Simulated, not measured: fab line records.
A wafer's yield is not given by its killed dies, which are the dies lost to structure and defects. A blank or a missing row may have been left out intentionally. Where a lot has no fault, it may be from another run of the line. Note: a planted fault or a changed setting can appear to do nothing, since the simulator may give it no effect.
Which tool did it? / flow sky130 / 14 lots with 40 wafers sampled at 4 steps, on a route of 708 steps

WHAT EACH GAUGE READ, for each wafer
SKY_LOCAL_INTERCONNECT_CD_MEAS_11: the cd target is 170 nm.
lot=L919; measured=day 30 21:10; on=cd_sem-01; cd_nm (nm)=169.5 170.8 169.6
lot=L920; measured=day 30 23:07; on=cd_sem-02; cd_nm (nm)=172.5 171.6 170.9
lot=L918; measured=day 31 01:02; on=cd_sem-01; cd_nm (nm)=171.0 168.9 170.6
lot=L923; measured=day 32 01:40; on=cd_sem-01; cd_nm (nm)=170.2 171.4 169.7
lot=L921; measured=day 32 02:58; on=cd_sem-02; cd_nm (nm)=167.2 167.4 168.0
lot=L922; measured=day 32 03:35; on=cd_sem-02; cd_nm (nm)=170.3 171.1 170.6
lot=L927; measured=day 34 03:53; on=cd_sem-01; cd_nm (nm)=172.9 171.7 173.9
lot=L929; measured=day 34 09:49; on=cd_sem-02; cd_nm (nm)=172.5 170.1 171.4
lot=L933; measured=day 35 18:17; on=cd_sem-01; cd_nm (nm)=80.0 81.6
lot=L934; measured=day 36 00:20; on=cd_sem-02; cd_nm (nm)=172.5 83.0
lot=L937; measured=day 36 13:05; on=cd_sem-01; cd_nm (nm)=168.1 168.0 168.2
lot=L938; measured=day 36 22:25; on=cd_sem-01; cd_nm (nm)=170.9 171.4 171.2
lot=L939; measured=day 37 08:09; on=cd_sem-02; cd_nm (nm)=170.4 172.3 172.2
lot=L941; measured=day 37 14:17; on=cd_sem-01; cd_nm (nm)=172.2 171.6 171.9

WHAT TOOL EACH LOT RAN ON (gives the tool, then ch and the chambers of the sampled wafers, and finally the start)
lot=L919; SKY_LI_CONTACT_ETCH_14=rie_diel-01 ch 0,3, day 29 15:17; SKY_LI_CONTACT_ETCH_15=rie_diel-01 ch 0,3, day 29 15:20; SKY_LOCAL_INTERCONNECT_EXPOSE_08=krf_scanner-02 ch 0, day 30 06:55
lot=L920; SKY_LI_CONTACT_ETCH_14=rie_diel-01 ch 1,3, day 29 17:13; SKY_LI_CONTACT_ETCH_15=rie_diel-01 ch 1,3, day 29 17:16; SKY_LOCAL_INTERCONNECT_EXPOSE_08=krf_scanner-01 ch 0, day 30 09:50
lot=L918; SKY_LI_CONTACT_ETCH_14=rie_diel-03 ch 0,1,3, day 29 18:50; SKY_LI_CONTACT_ETCH_15=rie_diel-03 ch 0,1,3, day 29 18:53; SKY_LOCAL_INTERCONNECT_EXPOSE_08=krf_scanner-02 ch 0, day 30 12:02
lot=L923; SKY_LI_CONTACT_ETCH_14=rie_diel-04 ch 0,1,2, day 30 20:30; SKY_LI_CONTACT_ETCH_15=rie_diel-04 ch 0,1,2, day 30 20:32; SKY_LOCAL_INTERCONNECT_EXPOSE_08=krf_scanner-01 ch 0, day 31 11:11
lot=L921; SKY_LI_CONTACT_ETCH_14=rie_diel-03 ch 0,1,3, day 30 21:52; SKY_LI_CONTACT_ETCH_15=rie_diel-03 ch 0,1,3, day 30 21:55; SKY_LOCAL_INTERCONNECT_EXPOSE_08=krf_scanner-02 ch 0, day 31 12:48
lot=L922; SKY_LI_CONTACT_ETCH_14=rie_diel-04 ch 1,2, day 30 21:56; SKY_LI_CONTACT_ETCH_15=rie_diel-04 ch 1,2, day 30 21:59; SKY_LOCAL_INTERCONNECT_EXPOSE_08=krf_scanner-01 ch 0, day 31 13:08
lot=L927; SKY_LI_CONTACT_ETCH_14=rie_diel-03 ch 0,2,3, day 32 23:29; SKY_LI_CONTACT_ETCH_15=rie_diel-03 ch 0,2,3, day 32 23:31; SKY_LOCAL_INTERCONNECT_EXPOSE_08=krf_scanner-02 ch 0, day 33 14:03
lot=L929; SKY_LI_CONTACT_ETCH_14=rie_diel-01 ch 0,1, day 33 05:23; SKY_LI_CONTACT_ETCH_15=rie_diel-01 ch 0,1, day 33 05:25; SKY_LOCAL_INTERCONNECT_EXPOSE_08=krf_scanner-01 ch 0, day 33 19:56
lot=L933; SKY_LI_CONTACT_ETCH_14=rie_diel-03 ch 1,2, day 34 14:38; SKY_LI_CONTACT_ETCH_15=rie_diel-03 ch 1,2, day 34 14:40; SKY_LOCAL_INTERCONNECT_EXPOSE_08=krf_scanner-02 ch 0, day 35 05:13
lot=L934; SKY_LI_CONTACT_ETCH_14=rie_diel-03 ch 2,3, day 34 20:58; SKY_LI_CONTACT_ETCH_15=rie_diel-03 ch 2,3, day 34 21:00; SKY_LOCAL_INTERCONNECT_EXPOSE_08=krf_scanner-02 ch 0, day 35 11:19
lot=L937; SKY_LI_CONTACT_ETCH_14=rie_diel-01 ch 0,3, day 35 09:10; SKY_LI_CONTACT_ETCH_15=rie_diel-01 ch 0,3, day 35 09:12; SKY_LOCAL_INTERCONNECT_EXPOSE_08=krf_scanner-01 ch 0, day 35 23:59
lot=L938; SKY_LI_CONTACT_ETCH_14=rie_diel-04 ch 0,1,2, day 35 18:29; SKY_LI_CONTACT_ETCH_15=rie_diel-04 ch 0,1,2, day 35 18:32; SKY_LOCAL_INTERCONNECT_EXPOSE_08=krf_scanner-01 ch 0, day 36 09:26
lot=L939; SKY_LI_CONTACT_ETCH_14=rie_diel-04 ch 0,2, day 36 03:55; SKY_LI_CONTACT_ETCH_15=rie_diel-04 ch 0,2, day 36 03:57; SKY_LOCAL_INTERCONNECT_EXPOSE_08=krf_scanner-01 ch 0, day 36 19:27
lot=L941; SKY_LI_CONTACT_ETCH_14=rie_diel-03 ch 1,2, day 36 10:41; SKY_LI_CONTACT_ETCH_15=rie_diel-03 ch 1,2, day 36 10:44; SKY_LOCAL_INTERCONNECT_EXPOSE_08=krf_scanner-01 ch 0, day 37 01:13
- SKY_LI_CONTACT_ETCH_14: etches BARC in N2/H2, stops on SiO2, time 45.9 s, target depth 60 nm.
- SKY_LI_CONTACT_ETCH_15: etches PSG in C4F8/O2/Ar, stops on Si, target depth 600 nm.
- SKY_LOCAL_INTERCONNECT_EXPOSE_08: exposes mask LI1M, target cd 170 nm.

WHAT THE TOOLS THEMSELVES READ (means of the sampled wafers that have a number; where no wafer has one, the mark that the record gives instead)
SKY_LI_CONTACT_ETCH_14.
lot=L919; tool=rie_diel-01; drypump_motor_current_A (A)=6.0; oes_product_au (a.u.)=0.856; throttle_valve_pct (%)=13.220
lot=L920; tool=rie_diel-01; drypump_motor_current_A (A)=5.0; oes_product_au (a.u.)=0.852; throttle_valve_pct (%)=13.226
lot=L918; tool=rie_diel-03; drypump_motor_current_A (A)=5.9; oes_product_au (a.u.)=0.853; throttle_valve_pct (%)=13.227
lot=L923; tool=rie_diel-04; drypump_motor_current_A (A)=5.7; oes_product_au (a.u.)=0.851; throttle_valve_pct (%)=13.227
lot=L921; tool=rie_diel-03; drypump_motor_current_A (A)=5.9; oes_product_au (a.u.)=0.856; throttle_valve_pct (%)=13.227
lot=L922; tool=rie_diel-04; drypump_motor_current_A (A)=5.6; oes_product_au (a.u.)=0.851; throttle_valve_pct (%)=13.223
lot=L927; tool=rie_diel-03; drypump_motor_current_A (A)=5.6; oes_product_au (a.u.)=0.851; throttle_valve_pct (%)=13.224
lot=L929; tool=rie_diel-01; drypump_motor_current_A (A)=6.1; oes_product_au (a.u.)=0.849; throttle_valve_pct (%)=13.221
lot=L933; tool=rie_diel-03; drypump_motor_current_A (A)=5.5; oes_product_au (a.u.)=0.849; throttle_valve_pct (%)=13.230
lot=L934; tool=rie_diel-03; drypump_motor_current_A (A)=5.7; oes_product_au (a.u.)=0.851; throttle_valve_pct (%)=13.224
lot=L937; tool=rie_diel-01; drypump_motor_current_A (A)=5.9; oes_product_au (a.u.)=0.853; throttle_valve_pct (%)=13.218
lot=L938; tool=rie_diel-04; drypump_motor_current_A (A)=5.7; oes_product_au (a.u.)=0.856; throttle_valve_pct (%)=13.214
lot=L939; tool=rie_diel-04; drypump_motor_current_A (A)=5.6; oes_product_au (a.u.)=0.853; throttle_valve_pct (%)=13.226
lot=L941; tool=rie_diel-03; drypump_motor_current_A (A)=5.3; oes_product_au (a.u.)=0.859; throttle_valve_pct (%)=13.235

SKY_LI_CONTACT_ETCH_15.
lot=L919; tool=rie_diel-01; oes_product_au (a.u.)=0.834
lot=L920; tool=rie_diel-01; oes_product_au (a.u.)=0.834
lot=L918; tool=rie_diel-03; oes_product_au (a.u.)=0.833
lot=L923; tool=rie_diel-04; oes_product_au (a.u.)=0.844
lot=L921; tool=rie_diel-03; oes_product_au (a.u.)=0.834
lot=L922; tool=rie_diel-04; oes_product_au (a.u.)=0.831
lot=L927; tool=rie_diel-03; oes_product_au (a.u.)=0.832
lot=L929; tool=rie_diel-01; oes_product_au (a.u.)=0.837
lot=L933; tool=rie_diel-03; oes_product_au (a.u.)=0.835
lot=L934; tool=rie_diel-03; oes_product_au (a.u.)=0.832
lot=L937; tool=rie_diel-01; oes_product_au (a.u.)=0.838
lot=L938; tool=rie_diel-04; oes_product_au (a.u.)=0.842
lot=L939; tool=rie_diel-04; oes_product_au (a.u.)=0.833
lot=L941; tool=rie_diel-03; oes_product_au (a.u.)=0.836

THE ANSWER, worked out from the rows above alone
Rule: what is usual is taken from the lots themselves. Put in order of their means at a reading, lots are off if they are a third of the lots or fewer, leave a main group of 4 or more, and stand apart from it by a gap of 3 or more times the standard deviation of the main group's means; of several such gaps the widest counts. If all means in a main group match to the digits the tables above print for the reading, that group is not used. Also off: a lot with no number at a reading for which 4 or more lots have one. Where the step has rows for the other lots, those lots are counted as sound. Order of review: gauges by route order, followed by the tools' own readings, for which a lot's mean as printed above is used. The first step at which some lot is off is used, and at that step the reading that is off furthest; a lot without a number counts as furthest.
Off: L933, L934 (SKY_LOCAL_INTERCONNECT_CD_MEAS_11, cd_nm). Mean 170.6 nm and standard deviation 1.5 in the main group.
If a tool, at a process step before that reading, ran all the lots that are off and no sound lot after the first of them, it fits. The gauges at SKY_LOCAL_INTERCONNECT_CD_MEAS_11 are tried like those tools. One fits: krf_scanner-02 at SKY_LOCAL_INTERCONNECT_EXPOSE_08. Its last sound lot is L927 (day 33 14:03), its first lot that is off L933 (day 35 05:13): a fault that began between those two fits.

WHAT THE SIMULATOR HAD INSERTED
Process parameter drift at SKY_LOCAL_INTERCONNECT_EXPOSE_08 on krf_scanner-02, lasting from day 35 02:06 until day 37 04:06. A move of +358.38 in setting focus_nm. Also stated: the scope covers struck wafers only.
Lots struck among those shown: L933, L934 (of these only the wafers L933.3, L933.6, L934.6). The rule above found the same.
